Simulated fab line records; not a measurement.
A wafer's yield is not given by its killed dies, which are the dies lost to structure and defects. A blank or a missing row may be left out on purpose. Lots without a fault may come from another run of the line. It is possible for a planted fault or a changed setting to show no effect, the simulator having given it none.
One fault through the eyes of 2 desks	flow gf180mcu	numbers are kept per desk, each desk with only its own; the story behind them comes last

== THE METROLOGY DESK ==
Means of the sampled wafers that have a number, per lot and without regard to the tool the lot ran on: this is what the gauges read. If a lot's mean is further than 4 standard deviations from the usual mean, the lot is out of limits and carries the mark OUT (the distance appears in the brackets).
Columns: A = V5_W_RS at GF_V5_RS_MEAS_24, usual 0.327 ohm/sq; B = V5_W_THK at GF_V5_THK_MEAS_25, usual 343 nm
lot	first seen here	A	B
L715	day 28 14:46	0.326	343
L717	day 29 00:59	0.325	343
L726	day 31 18:39	0.331	341
L728	day 32 06:51	0.330	342
L731	day 33 01:56	0.323	348
L732	day 33 06:14	0.329	342
Finding of this desk: none of the 6 lots has anything out of limits.

== DESK OF THE TOOL OWNER: pvdSputter-03 ==
At GF_TOP_METAL_SPUTTER_01 (material TiN, target thk 30 nm, time 25 s) the tool's own readings: per lot run on this tool, the mean of the sampled wafers that have a number. If a lot's mean is further than 4 standard deviations from the usual mean, the lot is out of limits and carries the mark OUT (the distance appears in the brackets).
Columns: A = throttleValvePct at GF_TOP_METAL_SPUTTER_01, usual 30.2 %
lot	first seen here	A
L715	day 28 15:18	30.8
L726	day 31 19:13	30.3
L728	day 32 07:23	29.7
Finding of this desk: none of the 3 lots has anything out of limits.

== TAKEN TOGETHER ==
From the metrology desk's view, nothing was out of limits.
The tool owner's desk saw nothing out of limits.

== WHAT THE SIMULATOR PUT IN ==
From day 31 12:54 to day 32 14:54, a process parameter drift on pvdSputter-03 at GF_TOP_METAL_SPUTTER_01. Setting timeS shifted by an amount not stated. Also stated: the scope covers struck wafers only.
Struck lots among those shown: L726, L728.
